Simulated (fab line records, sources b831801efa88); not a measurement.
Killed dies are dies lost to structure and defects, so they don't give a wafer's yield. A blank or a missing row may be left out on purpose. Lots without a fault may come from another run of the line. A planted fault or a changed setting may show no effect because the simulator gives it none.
Chamber matching | flow gf180mcu | GF_V3_CMP_04 on cmp-02: 4 sister chambers
The step polishes SiO2. 18 wafers are shown with their chamber, then 9 later ones without.

WAFERS WITH THEIR CHAMBER
wafer  | chamber | motor_current_A (A) | time_to_endpoint_s (s)
L503.1 | 1       | 14.7                | 67
L503.5 | 3       | 10.9                | 77
L503.6 | 0       | 12.4                | 78
L504.1 | 2       | 11.0                | 83
L504.4 | 3       | 10.8                | 78
L504.6 | 3       | 11.1                | 84
L508.2 | 2       | 11.6                | 81
L508.3 | 0       | 12.1                | 77
L508.4 | 1       | 15.3                | 73
L510.1 | 1       | 15.3                | 69
L510.3 | 3       | 10.7                | 73
L510.5 | 1       | 14.8                | 74
L512.1 | 3       | 11.3                | 72
L512.5 | 1       | 14.9                | 74
L512.6 | 0       | 12.6                | 78
L514.1 | 1       | 14.3                | 72
L514.4 | 3       | 11.6                | 81
L514.6 | 3       | 11.1                | 82

SIGNATURES (means of the wafers above)
reading            | chamber 0 | chamber 1 | chamber 2 | chamber 3 | scatter within a chamber
motor_current_A    | 12.367    | 14.883    | 11.300    | 11.071    | 0.339
time_to_endpoint_s | 77.67     | 71.50     | 82.00     | 78.14     | 3.45
Rule: a wafer's distance from a chamber is the root of the sum, over the readings, of the square of ((its reading less the chamber's mean) divided by the reading's scatter). The wafer belongs to the nearest chamber; if the next one is less than 2 further off, it can't be placed. The scatter: the root of (the sum of the squares of (reading less its chamber's mean) over the shown wafers, divided by (wafers less chambers)).

WAFERS WITHOUT THEIR CHAMBER
wafer  | motor_current_A (A) | time_to_endpoint_s (s)
L515.1 | 14.4                | 84
L515.4 | 11.4                | 86
L515.6 | 14.5                | 82
L517.2 | 12.5                | 78
L517.4 | 12.0                | 81
L517.6 | 14.9                | 73
L521.3 | 11.4                | 75
L521.5 | 12.7                | 81
L521.6 | 11.5                | 77

WHICH CHAMBER EACH WENT THROUGH
wafer  | from the rows above          | in truth
L515.1 | 1                            | 1
L515.4 | can't be placed: 2 or 3      | 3
L515.6 | 1                            | 1
L517.2 | 0                            | 0
L517.4 | can't be placed: 0 or 2 or 3 | 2
L517.6 | 1                            | 1
L521.3 | can't be placed: 3 or 2 or 0 | 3
L521.5 | 0                            | 0
L521.6 | can't be placed: 3 or 2 or 0 | 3
Placed correctly: 5 of 9. Can't be placed from these rows: 4 (the true chamber is among the candidates in 4). Placed wrongly: 0.
